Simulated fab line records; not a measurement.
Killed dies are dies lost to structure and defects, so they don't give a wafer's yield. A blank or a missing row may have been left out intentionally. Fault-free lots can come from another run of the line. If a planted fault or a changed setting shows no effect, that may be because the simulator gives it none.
Comparing a struck lot with a sound one -- flow gf180mcu -- 15 steps out of a route of 602
Sound: wafers L326.1, L326.3, L326.5. The struck wafers were L330.1, L330.2, L330.4. Last of all comes the cause.
At each step with rows: each side's tool, then ch and its chambers, then its first start. Under that, the readings that differ: sound wafers -- struck wafers -- difference of the means -- sigmas: that difference in standard deviations of wafers without a fault.
alike: words and numbers the same on both sides, and readings whose means are apart by under 2 such deviations; not compared: readings that were withheld, readings missing a value for some wafer, numbers with overlapping values and no deviation given by the record, and bounds like >300 which may hide the same value.
A row with sigmas, a row that says differs or no value, or rows on one side alone: a step with any of these is where the two part. Numbers that don't overlap but have no deviation are shown without sigmas and don't part them. Lack of a reading on every wafer of one side parts them only where that side has two or more wafers.

first, 2 steps without rows for these wafers: GF_V3_STRIP_19 (strips in post etch residue remover, time 1200 s); GF_V3_CLEAN_20 (cleans in DIW).
GF_V3_SPUTTER_21: material Ti, target thk 15 nm, time 77.09 s.
  sound on pvd-sputter-04, day 23 23:37; struck on pvd-sputter-02, day 25 11:13
  alike: cathode-dc-power-W, chamber-pressure-pa, substrate-temp-c, throttle-valve-pct
GF_V3_SPUTTER_22: material TiN, target thk 10 nm, time 40 s.
  sound on pvd-sputter-04, day 23 23:40; struck on pvd-sputter-02, day 25 11:16
  alike: cathode-dc-power-W, chamber-pressure-pa, throttle-valve-pct
GF_V3_CVD_23: deposits W, target thk 350 nm, time 104.9 s.
  sound on cvd-w-02 ch 0,1, day 23 23:43; struck on cvd-w-02 ch 0,1, day 25 11:19
  alike: heater-power-outer-w, heater-power-w
GF_V3_RS_MEAS_24: measures by four-point-probe.
  sound on film-metro-02, day 23 23:49; struck on film-metro-03, day 25 11:25
  alike: V3_W_RS
GF_V3_THK_MEAS_25: measures by xrf.
  sound on film-metro-02, day 23 23:56; struck on film-metro-03, day 25 11:32
  alike: V3_W_THK
GF_V3_CMP_26: polishes, stops on SiO2, t overpolish 15 s, target thk 0 nm.
  sound on cmp-01 ch 1,2, day 24 00:00; struck on cmp-01 ch 0,1,3, day 25 11:36
  alike: motor-current-A, overpolish-run-s, time-to-endpoint-s
GF_M4_SPUTTER_00: material Ti, target thk 37.5 nm, time 150 s.
  sound on pvd-sputter-03, day 24 00:18; struck on pvd-sputter-03, day 25 11:54
  alike: cathode-dc-power-W, chamber-pressure-pa, substrate-temp-c, throttle-valve-pct
then, 3 steps without rows for these wafers: GF_M4_SPUTTER_01 (material TiN, target thk 30 nm, time 25 s); GF_M4_SPUTTER_02 (material AlCu, target thk 450 nm, time 23.9 s); GF_M4_SPUTTER_03 (material Ti, target thk 10 nm, time 6.7 s).
GF_M4_SPUTTER_04: material TiN, target thk 50 nm, time 41.7 s.
  sound on pvd-sputter-03, day 24 00:29; struck on pvd-sputter-03, day 25 12:05
  no value came back on the struck wafers for cathode-dc-power-W (W), chamber-pressure-pa (Pa), throttle-valve-pct (%); on the sound wafers cathode-dc-power-W (W) reads 6499.8 6499.9 6501.6
GF_M4_THK_MEAS_06: measures by xrf.
  sound on film-metro-04, day 24 00:38; struck on film-metro-01, day 25 12:14
reading,sound,struck,difference,sigmas
M4_ALCU_THK (nm),453 457 454,516 509 513,+58,+13
then, 1 step without rows for these wafers: GF_M4_DEHYDRATE_07 (time 60 s).

WHERE THEY PART
At GF_M4_SPUTTER_04 first; at GF_M4_THK_MEAS_06 last (within this record only).

WHY: whatever the simulator had introduced
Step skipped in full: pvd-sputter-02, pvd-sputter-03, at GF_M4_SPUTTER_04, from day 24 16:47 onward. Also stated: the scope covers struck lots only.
